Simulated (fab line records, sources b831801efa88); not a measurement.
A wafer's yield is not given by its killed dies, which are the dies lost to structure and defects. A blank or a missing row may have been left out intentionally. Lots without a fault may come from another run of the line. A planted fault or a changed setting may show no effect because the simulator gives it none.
Struck lot and sound lot, side by side / flow gf180mcu / 16 steps out of a route of 602
Sound: wafers L291.2, L291.3, L291.5. Struck: wafer L305.6; the same lot's L305.5 was not struck, so it is left out; see the end for the cause.
Order at every step that has rows: each side's tool, ch and its chambers, its first start. Under that, the readings that differ: sound wafers / struck wafers / difference of the means / sigmas: that difference in standard deviations of wafers without a fault.
alike: readings whose means differ by less than 2 such deviations, and words and numbers that are the same on both sides. not compared: withheld readings, readings that some wafer has no value for, bounds like >300 that may hide the same value, and numbers for which the record gives no deviation and whose values overlap.
A row with sigmas, a row that says differs or no value, or rows on one side alone: a step with any of these is where the two part. Numbers that have no deviation but don't overlap get no sigmas and don't part them. A reading missing from all wafers of one side parts the sides only when that side holds two or more wafers.

first, 9 steps without rows for these wafers: GF_MIM_STRIP_21 (strips in post etch residue remover, time 1200 s); GF_MIM_CLEAN_22 (cleans in DIW); GF_M5_DEHYDRATE_00 (time 60 s); GF_M5_HMDS_01 (prime time 60 s); GF_M5_COAT_02 (resist thk 1000 nm); GF_M5_SOFTBAKE_03 (time 60 s); GF_M5_EXPOSE_04 (exposes mask Metal5, target cd 280 nm); GF_M5_PEB_05 (peb time 90 s); GF_M5_DEVELOP_06 (develop time 60 s).
GF_M5_CD_MEAS_07: the cd target is 280 nm.
  sound on cd_sem-01 at day 26 07:35; struck on cd_sem-02 at day 31 00:26
  alike: cd_nm
GF_M5_OVL_MEAS_08:
  sound on overlay-02 at day 26 07:41; struck on overlay-02 at day 31 00:30
  alike: M5_OVL
GF_M5_ETCH_09: etches Si3N4 in CF4/O2, target depth 52 nm, time 11.6 s.
  sound on rie_diel-03 ch 0,1,2, day 26 07:43; struck on rie_diel-04 ch 1, day 31 00:32
reading=drypump_motor_current_A (A); sound=6.4 5.6 5.6; struck=4.6; difference=-1.3; sigmas=-2
  alike: oes_product_au, throttle_valve_pct
  not compared: rf_hours_counter_h
GF_M5_METAL_ETCH_10: etches the open film in Cl2/BCl3, stops on SiO2, target depth 750.8 nm, time 125.1 s.
  sound on rie_metal-02 ch 0,1, day 26 07:44; struck on rie_metal-02 ch 0, day 31 00:37
reading=oes_product_au (a.u.); sound=0.979 0.993 0.993; struck=0.912; difference=-0.076; sigmas=-10
reading=throttle_valve_pct (%); sound=28.250 28.224 28.221; struck=28.311; difference=+0.079; sigmas=+7
reading=model.KrF_of_M5_COAT_02.thk_nm (nm); sound=659.4 640.5 640.5; struck=695.5; difference=+48.7; sigmas=
  alike: drypump_motor_current_A
  not compared: rf_hours_counter_h
GF_M5_STRIP_11: strips in O2/N2.
  sound on plasma_asher-04 ch 0,1, day 26 07:52; struck on plasma_asher-02 ch 1, day 31 00:44
reading=oes_product_au (a.u.); sound=0.531 0.522 0.521; struck=0.541; difference=+0.016; sigmas=+3
reading=strip_time_to_endpoint_s (s); sound=7.14 6.96 6.97; struck=7.50; difference=+0.48; sigmas=+8
  alike: drypump_motor_current_A, heater_power_w, n2_flow_sccm
  not compared: rf_hours_counter_h
then, 1 step without rows for these wafers: GF_M5_STRIP_12 (strips in post etch residue remover, time 1200 s).
GF_PASSIVATION_PROBE_99:
  the record has rows for the sound wafers here (prober-02, day 29 03:30) and none for the struck ones

## WHERE THEY PART
Earliest at GF_M5_ETCH_09; latest, in this record, at GF_PASSIVATION_PROBE_99.

WHY: the cause the simulator had injected
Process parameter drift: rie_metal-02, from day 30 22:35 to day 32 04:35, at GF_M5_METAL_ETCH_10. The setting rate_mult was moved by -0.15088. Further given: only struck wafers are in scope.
